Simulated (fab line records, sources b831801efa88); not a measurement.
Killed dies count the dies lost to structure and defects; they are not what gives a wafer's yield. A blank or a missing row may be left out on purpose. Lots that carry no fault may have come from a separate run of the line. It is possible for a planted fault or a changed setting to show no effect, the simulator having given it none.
Struck lot and sound lot, side by side	flow sky130	14 steps out of a route of 708
Sound: these wafers, L391.3, L391.4, L391.5. Wafers L407.1, L407.2, L407.4 were the ones struck. Last of all comes the cause.
For every step that has rows: the tool of each side, followed by ch and its chambers, followed by its first start. Under that, the readings that differ: sound wafers	struck wafers	difference of the means	sigmas: that difference in standard deviations of wafers without a fault.
alike: words and numbers the same on both sides, and readings whose means are apart by under 2 such deviations; not compared: readings that were withheld, readings missing a value for some wafer, numbers with overlapping values and no deviation given by the record, and bounds like >300 which may hide the same value.
A row with sigmas, a row that says differs or no value, or rows on one side alone: a step with any of these is where the two part. When numbers do not overlap yet have no deviation, they are printed without sigmas and do not part them. A reading missing from all wafers of one side parts the sides only when that side holds two or more wafers.

first, 1 step without rows for these wafers: SKY_NWELL_DEVELOP_09 (develop time 60 s).
SKY_NWELL_OVL_MEAS_10:
  sound on overlay-01, day 4 17:44; struck on overlay-02, day 8 17:40
  alike: NWELL_00_OVL
then, 3 steps without rows for these wafers: SKY_NWELL_IMPLANT_11; SKY_NWELL_IMPLANT_12; SKY_NWELL_IMPLANT_13.
SKY_NWELL_STRIP_14: strips in O2/N2.
  sound on plasma_asher-03 ch 0,1, day 4 18:15; struck on plasma_asher-03 ch 0,1, day 8 18:10
  alike: drypump_motor_current_A, oes_product_au, strip_time_to_endpoint_s
  not compared: rf_hours_counter_h
SKY_NWELL_TW_MEAS_15:
  sound on film_metro-02, day 4 18:20; struck on film_metro-02, day 8 18:16
  alike: NWELL_TW
then, 5 steps without rows for these wafers: SKY_NWELL_DEHYDRATE_16 (time 60 s); SKY_NWELL_HMDS_17 (prime time 60 s); SKY_NWELL_COAT_18 (resist thk 3000 nm); SKY_NWELL_SOFTBAKE_19; SKY_NWELL_EXPOSE_20 (exposes mask NWM COMPLEMENT, target cd 840 nm).
SKY_NWELL_PEB_21:
  struck on litho_track-02, day 9 14:00; sound on litho_track-01 ch 0, day 5 11:00
  no value came back on the struck wafers for chill_plate_temp_C (C), exhaust_pa (Pa), heater_power_total_W (W), resist_line_temp_C (C); on the sound wafers chill_plate_temp_C (C) reads 23.18 23.14 23.03
then, 1 step without rows for these wafers: SKY_NWELL_DEVELOP_22 (develop time 60 s).

WHERE THEY PART
Within this record, at SKY_NWELL_PEB_21 only.

WHY: what the simulator had put in
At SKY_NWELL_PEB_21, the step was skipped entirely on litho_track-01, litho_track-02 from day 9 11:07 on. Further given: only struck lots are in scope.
